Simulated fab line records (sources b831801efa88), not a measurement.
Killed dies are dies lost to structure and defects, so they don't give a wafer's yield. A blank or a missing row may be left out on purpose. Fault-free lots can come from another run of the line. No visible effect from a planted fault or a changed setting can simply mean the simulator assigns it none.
Chamber matching	flow gf180mcu	3 sister chambers for GF_CONTACT_CVD_02 on pecvd-02
The step deposits SiO2 from TEOS, target thk 860 nm, time 95.992 s. 3 wafers are shown with their chamber, then 8 later ones without.

== WAFERS WITH THEIR CHAMBER ==
wafer	chamber	heater-power-w (W)
L121.5	2	468
L124.4	0	615
L126.3	1	770

== WAFERS WITHOUT THEIR CHAMBER ==
wafer	heater-power-w (W)
L126.5	642
L126.6	617
L127.1	576
L127.3	665
L127.5	516
L130.2	554
L130.4	575
L130.6	514

== WHICH CHAMBER EACH WENT THROUGH ==
wafer	from the rows above	in truth
L126.5	0	0
L126.6	0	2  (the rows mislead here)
L127.1	can't be placed: 0 or 2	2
L127.3	can't be placed: 0 or 1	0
L127.5	can't be placed: 2 or 0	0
L130.2	can't be placed: 0 or 2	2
L130.4	can't be placed: 0 or 2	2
L130.6	can't be placed: 2 or 0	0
Correct placement for 1 of the 8. Cannot be placed on the basis of these rows: 6; the candidates contain the true chamber in 6. Wrongly placed: 1.
How it was worked out, from the rows above alone: a wafer's distance from a chamber is the root of the sum, over the readings, of the square of ((its reading less the chamber's mean) divided by the reading's scatter). If the next closest chamber is less than 2 further off than the closest, the wafer can't be placed; otherwise it belongs to the closest. Each chamber's mean is taken over the wafers shown for it. The scatter (one wafer shown for each chamber): square how far every hidden wafer sits from the nearest shown wafer, average those squares and take the square root.
